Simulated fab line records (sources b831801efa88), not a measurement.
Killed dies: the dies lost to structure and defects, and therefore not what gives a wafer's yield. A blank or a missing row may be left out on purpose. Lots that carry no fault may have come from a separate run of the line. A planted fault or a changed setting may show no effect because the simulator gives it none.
The tool behind it: which one? / flow sky130 / 30 wafers from 10 lots sampled at 5 of the route's 708 steps

== WHAT THE GAUGES SHOWED, per wafer ==
SKY_CAPM_RS_MEAS_03: the measuring method here is four-point-probe.
lot=L963; measured=day 36 16:07; on=film metro-03; CAPM_TIN_RS (ohm/sq)=6.98 6.89 6.91
lot=L965; measured=day 37 10:01; on=film metro-03; CAPM_TIN_RS (ohm/sq)=6.89 6.87 6.83
lot=L966; measured=day 37 16:46; on=film metro-04; CAPM_TIN_RS (ohm/sq)=7.01 6.99 6.97
lot=L968; measured=day 37 20:55; on=film metro-01; CAPM_TIN_RS (ohm/sq)=7.00 6.94 7.01
lot=L971; measured=day 38 19:14; on=film metro-03; CAPM_TIN_RS (ohm/sq)=6.91 6.99 7.06
lot=L973; measured=day 39 12:21; on=film metro-04; CAPM_TIN_RS (ohm/sq)=6.96 7.07 6.98
lot=L974; measured=day 39 15:51; on=film metro-01; CAPM_TIN_RS (ohm/sq)=6.94 6.98 6.86
lot=L976; measured=day 40 10:10; on=film metro-01; CAPM_TIN_RS (ohm/sq)=6.86 6.86 6.89
lot=L979; measured=day 41 04:55; on=film metro-01; CAPM_TIN_RS (ohm/sq)=6.92 6.98 6.11 6.92 6.97 6.11
lot=L985; measured=day 42 20:10; on=film metro-01; CAPM_TIN_RS (ohm/sq)=6.83 6.84 6.81

SKY_CAPM_THK_MEAS_04: measures by xrf.
lot=L963; measured=day 36 16:14; on=film metro-03; CAPM_TIN_THK (nm)=192.7 194.7 195.6
lot=L965; measured=day 37 10:07; on=film metro-03; CAPM_TIN_THK (nm)=197.7 197.2 199.2
lot=L966; measured=day 37 16:53; on=film metro-04; CAPM_TIN_THK (nm)=193.1 193.6 193.7
lot=L968; measured=day 37 21:01; on=film metro-01; CAPM_TIN_THK (nm)=194.0 197.2 194.1
lot=L971; measured=day 38 19:21; on=film metro-03; CAPM_TIN_THK (nm)=195.7 194.2 192.1
lot=L973; measured=day 39 12:28; on=film metro-04; CAPM_TIN_THK (nm)=194.8 191.1 193.6
lot=L974; measured=day 39 15:58; on=film metro-01; CAPM_TIN_THK (nm)=197.1 195.5 199.1
lot=L976; measured=day 40 10:16; on=film metro-01; CAPM_TIN_THK (nm)=199.0 199.4 198.2
lot=L979; measured=day 41 09:08; on=film metro-01; CAPM_TIN_THK (nm)=198.2 196.2 222.7 198.3 196.2 222.8
lot=L985; measured=day 42 20:17; on=film metro-01; CAPM_TIN_THK (nm)=199.1 198.9 199.3

== WHAT TOOL EACH LOT RAN ON (gives the tool, then ch and the chambers of the sampled wafers, and finally the start) ==
lot=L963; SKY_VIA2_CVD_21=cvd w-01 ch 0,1, day 36 15:07; SKY_METAL3_SPUTTER_02=pvd sputter-03, day 36 15:47; SKY_CAPM_SPUTTER_02=pvd sputter-01, day 36 15:59
lot=L965; SKY_VIA2_CVD_21=cvd w-02 ch 0,1, day 37 09:04; SKY_METAL3_SPUTTER_02=pvd sputter-04, day 37 09:41; SKY_CAPM_SPUTTER_02=pvd sputter-02, day 37 09:53
lot=L966; SKY_VIA2_CVD_21=cvd w-02 ch 0,1, day 37 15:47; SKY_METAL3_SPUTTER_02=pvd sputter-04, day 37 16:27; SKY_CAPM_SPUTTER_02=pvd sputter-02, day 37 16:38
lot=L968; SKY_VIA2_CVD_21=cvd w-02 ch 0,1, day 37 19:56; SKY_METAL3_SPUTTER_02=pvd sputter-03, day 37 20:35; SKY_CAPM_SPUTTER_02=pvd sputter-01, day 37 20:47
lot=L971; SKY_VIA2_CVD_21=cvd w-02 ch 0,1, day 38 18:17; SKY_METAL3_SPUTTER_02=pvd sputter-02, day 38 18:56; SKY_CAPM_SPUTTER_02=pvd sputter-01, day 38 19:07
lot=L973; SKY_VIA2_CVD_21=cvd w-01 ch 1, day 39 11:23; SKY_METAL3_SPUTTER_02=pvd sputter-02, day 39 12:02; SKY_CAPM_SPUTTER_02=pvd sputter-01, day 39 12:14
lot=L974; SKY_VIA2_CVD_21=cvd w-01 ch 0,1, day 39 14:54; SKY_METAL3_SPUTTER_02=pvd sputter-04, day 39 15:33; SKY_CAPM_SPUTTER_02=pvd sputter-01, day 39 15:44
lot=L976; SKY_VIA2_CVD_21=cvd w-01 ch 0,1, day 40 09:13; SKY_METAL3_SPUTTER_02=pvd sputter-03, day 40 09:50; SKY_CAPM_SPUTTER_02=pvd sputter-04, day 40 10:01
lot=L979; SKY_VIA2_CVD_21=cvd w-01 ch 0,1, day 41 03:41; SKY_METAL3_SPUTTER_02=pvd sputter-04, day 41 04:34; SKY_CAPM_SPUTTER_02=pvd sputter-01, day 41 04:49
lot=L985; SKY_VIA2_CVD_21=cvd w-02 ch 0, day 42 19:05; SKY_METAL3_SPUTTER_02=pvd sputter-02, day 42 19:50; SKY_CAPM_SPUTTER_02=pvd sputter-04, day 42 20:01
- SKY_VIA2_CVD_21: deposits W, target thk 420 nm, time 126.4 s.
- SKY_METAL3_SPUTTER_02: material AlCu, target thk 735 nm, time 39.1 s.
- SKY_CAPM_SPUTTER_02: material TiN, target thk 200 nm, time 166.7 s.

== AS READ BY THE TOOLS THEMSELVES (means over the sampled wafers that have a number; for cases with no such wafer, the mark the record gives instead) ==
SKY_VIA2_CVD_21.
lot=L963; tool=cvd w-01; heater power w (W)=908
lot=L965; tool=cvd w-02; heater power w (W)=871
lot=L966; tool=cvd w-02; heater power w (W)=903
lot=L968; tool=cvd w-02; heater power w (W)=897
lot=L971; tool=cvd w-02; heater power w (W)=878
lot=L973; tool=cvd w-01; heater power w (W)=854
lot=L974; tool=cvd w-01; heater power w (W)=826
lot=L976; tool=cvd w-01; heater power w (W)=824
lot=L979; tool=cvd w-01; heater power w (W)=832
lot=L985; tool=cvd w-02; heater power w (W)=869

SKY_METAL3_SPUTTER_02.
lot=L963; tool=pvd sputter-03; throttle valve pct (%)=30.5
lot=L965; tool=pvd sputter-04; throttle valve pct (%)=30.6
lot=L966; tool=pvd sputter-04; throttle valve pct (%)=30.6
lot=L968; tool=pvd sputter-03; throttle valve pct (%)=30.0
lot=L971; tool=pvd sputter-02; throttle valve pct (%)=29.1
lot=L973; tool=pvd sputter-02; throttle valve pct (%)=29.3
lot=L974; tool=pvd sputter-04; throttle valve pct (%)=29.6
lot=L976; tool=pvd sputter-03; throttle valve pct (%)=29.4
lot=L979; tool=pvd sputter-04; throttle valve pct (%)=29.7
lot=L985; tool=pvd sputter-02; throttle valve pct (%)=29.3

SKY_CAPM_SPUTTER_02.
lot=L963; tool=pvd sputter-01; throttle valve pct (%)=31.5
lot=L965; tool=pvd sputter-02; throttle valve pct (%)=29.3
lot=L966; tool=pvd sputter-02; throttle valve pct (%)=29.9
lot=L968; tool=pvd sputter-01; throttle valve pct (%)=30.6
lot=L971; tool=pvd sputter-01; throttle valve pct (%)=31.0
lot=L973; tool=pvd sputter-01; throttle valve pct (%)=31.2
lot=L974; tool=pvd sputter-01; throttle valve pct (%)=30.9
lot=L976; tool=pvd sputter-04; throttle valve pct (%)=28.4
lot=L979; tool=pvd sputter-01; throttle valve pct (%)=31.0
lot=L985; tool=pvd sputter-04; throttle valve pct (%)=30.4

== THE ANSWER, worked out from the rows above alone ==
Rule: what is usual is taken from the lots themselves. Put in order of their means at a reading, lots are off if they are a third of the lots or fewer, leave a main group of 4 or more, and stand apart from it by a gap of 3 or more times the standard deviation of the main group's means; of several such gaps the widest counts. The tables above print the reading to a certain number of digits; a main group whose means all agree to those digits is not used. A lot without any number at a reading at which 4 lots or more have one is off too. Where the step has rows for the other lots, those lots are counted as sound. The gauges are gone through in route order, then the tools' own readings, and for those a lot's mean is taken as printed above. The first step at which some lot is off is used, and at that step the reading that is off furthest; a lot without a number counts as furthest.
No lot is off at any reading shown: from this, nothing can be told.

== WHAT THE SIMULATOR PUT IN ==
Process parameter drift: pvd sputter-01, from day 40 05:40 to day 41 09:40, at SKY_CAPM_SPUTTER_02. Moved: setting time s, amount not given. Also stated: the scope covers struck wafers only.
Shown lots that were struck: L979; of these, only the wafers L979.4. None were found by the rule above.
